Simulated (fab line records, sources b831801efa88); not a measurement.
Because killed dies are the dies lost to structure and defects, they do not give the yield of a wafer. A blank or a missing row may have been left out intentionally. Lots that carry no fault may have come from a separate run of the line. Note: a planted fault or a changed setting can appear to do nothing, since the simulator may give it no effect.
Which tool is to blame? :: flow sfqLine :: 42 wafers from 14 lots sampled at 2 of the route's 325 steps

WHAT EACH GAUGE READ, for each wafer
SFQ_I1_BOW_MEAS_912. Usual: I1_BOW 1 um, standard deviation 7.9.
lot: L700
measured: day 13 04:58
on: filmMetro-02
I1_BOW (um): 12 20 6
flag: 

lot: L701
measured: day 13 09:34
on: filmMetro-04
I1_BOW (um): 15 10 0
flag: 

lot: L702
measured: day 13 22:59
on: filmMetro-01
I1_BOW (um): -4 -6 2
flag: 

lot: L703
measured: day 14 04:58
on: filmMetro-04
I1_BOW (um): 3 -5 5
flag: 

lot: L704
measured: day 15 04:02
on: filmMetro-02
I1_BOW (um): 11 3 7
flag: 

lot: L705
measured: day 15 16:00
on: filmMetro-01
I1_BOW (um): -6 9 -11
flag: 

lot: L707
measured: day 16 04:02
on: filmMetro-01
I1_BOW (um): -5 0 -2 - - -
flag: 

lot: L709
measured: day 16 19:00
on: filmMetro-01
I1_BOW (um): 2 1 1 - - -
flag: 

lot: L711
measured: day 17 07:36
on: filmMetro-01
I1_BOW (um): 0 1 7
flag: 

lot: L717
measured: day 19 01:36
on: filmMetro-04
I1_BOW (um): -9 -8 -18
flag: 

lot: L719
measured: day 19 20:13
on: filmMetro-02
I1_BOW (um): -2 9 -3
flag: 

lot: L720
measured: day 20 03:24
on: filmMetro-04
I1_BOW (um): -2 14 -4
flag: 

lot: L721
measured: day 20 07:00
on: filmMetro-04
I1_BOW (um): 0 -7 -2
flag: 

lot: L722
measured: day 20 14:22
on: filmMetro-04
I1_BOW (um): 1 10 -6
flag: 

TOOL THAT RAN EACH LOT (tool first, then ch and the chambers of the sampled wafers, then the start)
lot: L700
SFQ_TRILAYER_I1_CMP_CMP_046: cmp-02 ch 1,2,3, day 13 01:58

lot: L701
SFQ_TRILAYER_I1_CMP_CMP_046: cmp-01 ch 0,1,3, day 13 07:32

lot: L702
SFQ_TRILAYER_I1_CMP_CMP_046: cmp-02 ch 0,3, day 13 19:58

lot: L703
SFQ_TRILAYER_I1_CMP_CMP_046: cmp-02 ch 0,1,2, day 14 01:58

lot: L704
SFQ_TRILAYER_I1_CMP_CMP_046: cmp-02 ch 1,2, day 15 01:30

lot: L705
SFQ_TRILAYER_I1_CMP_CMP_046: cmp-02 ch 0,1,2, day 15 13:00

lot: L707
SFQ_TRILAYER_I1_CMP_CMP_046: cmp-02 ch 0,1, day 16 01:30

lot: L709
SFQ_TRILAYER_I1_CMP_CMP_046: cmp-02 ch 0,2, day 16 16:30

lot: L711
SFQ_TRILAYER_I1_CMP_CMP_046: cmp-01 ch 0,1,3, day 17 05:06

lot: L717
SFQ_TRILAYER_I1_CMP_CMP_046: cmp-01 ch 1,2,3, day 18 22:36

lot: L719
SFQ_TRILAYER_I1_CMP_CMP_046: cmp-02 ch 2,3, day 19 17:12

lot: L720
SFQ_TRILAYER_I1_CMP_CMP_046: cmp-02 ch 0,2,3, day 20 00:24

lot: L721
SFQ_TRILAYER_I1_CMP_CMP_046: cmp-02 ch 0,1,2, day 20 04:30

lot: L722
SFQ_TRILAYER_I1_CMP_CMP_046: cmp-02 ch 1,2,3, day 20 11:49
- SFQ_TRILAYER_I1_CMP_CMP_046: polishes SiO2.

WHAT THE TOOLS THEMSELVES READ (means of the sampled wafers that have a number; where no wafer has one, the mark that the record gives instead)
SFQ_TRILAYER_I1_CMP_CMP_046. Usual: motorCurrentA 10.5 A, standard deviation 1; timeToEndpointS 212 s, standard deviation 9.
lot: L700
tool: cmp-02
motorCurrentA (A): 10.1
timeToEndpointS (s): 214
flag: 

lot: L701
tool: cmp-01
motorCurrentA (A): 11.3
timeToEndpointS (s): 223
flag: 

lot: L702
tool: cmp-02
motorCurrentA (A): 10.3
timeToEndpointS (s): 207
flag: 

lot: L703
tool: cmp-02
motorCurrentA (A): 9.2
timeToEndpointS (s): 208
flag: 

lot: L704
tool: cmp-02
motorCurrentA (A): 9.4
timeToEndpointS (s): 223
flag: 

lot: L705
tool: cmp-02
motorCurrentA (A): 9.5
timeToEndpointS (s): 221
flag: 

lot: L707
tool: cmp-02
motorCurrentA (A): 9.8
timeToEndpointS (s): 216
flag: 

lot: L709
tool: cmp-02
motorCurrentA (A): 10.0
timeToEndpointS (s): 236
flag: 

lot: L711
tool: cmp-01
motorCurrentA (A): 11.6
timeToEndpointS (s): 219
flag: 

lot: L717
tool: cmp-01
motorCurrentA (A): 11.4
timeToEndpointS (s): 210
flag: 

lot: L719
tool: cmp-02
motorCurrentA (A): 10.4
timeToEndpointS (s): 220
flag: 

lot: L720
tool: cmp-02
motorCurrentA (A): 10.2
timeToEndpointS (s): 206
flag: 

lot: L721
tool: cmp-02
motorCurrentA (A): 9.2
timeToEndpointS (s): 200
flag: 

lot: L722
tool: cmp-02
motorCurrentA (A): 10.1
timeToEndpointS (s): 215
flag: 

THE ANSWER, worked out from the rows above alone
Rule: a lot is off if the mean of its wafers that have a number lies more than 3 standard deviations from the usual mean. Also off: a lot with no number at a reading for which 4 or more lots have one. All remaining lots with rows at the step are treated as sound. The gauges are gone through in route order, then the tools' own readings, and for those a lot's mean is taken as printed above. The first step at which some lot is off is used, and at that step the reading that is off furthest; a lot without a number counts as furthest.
No lot is off at any reading shown: from this, nothing can be told.

WHAT WAS PUT IN BY THE SIMULATOR
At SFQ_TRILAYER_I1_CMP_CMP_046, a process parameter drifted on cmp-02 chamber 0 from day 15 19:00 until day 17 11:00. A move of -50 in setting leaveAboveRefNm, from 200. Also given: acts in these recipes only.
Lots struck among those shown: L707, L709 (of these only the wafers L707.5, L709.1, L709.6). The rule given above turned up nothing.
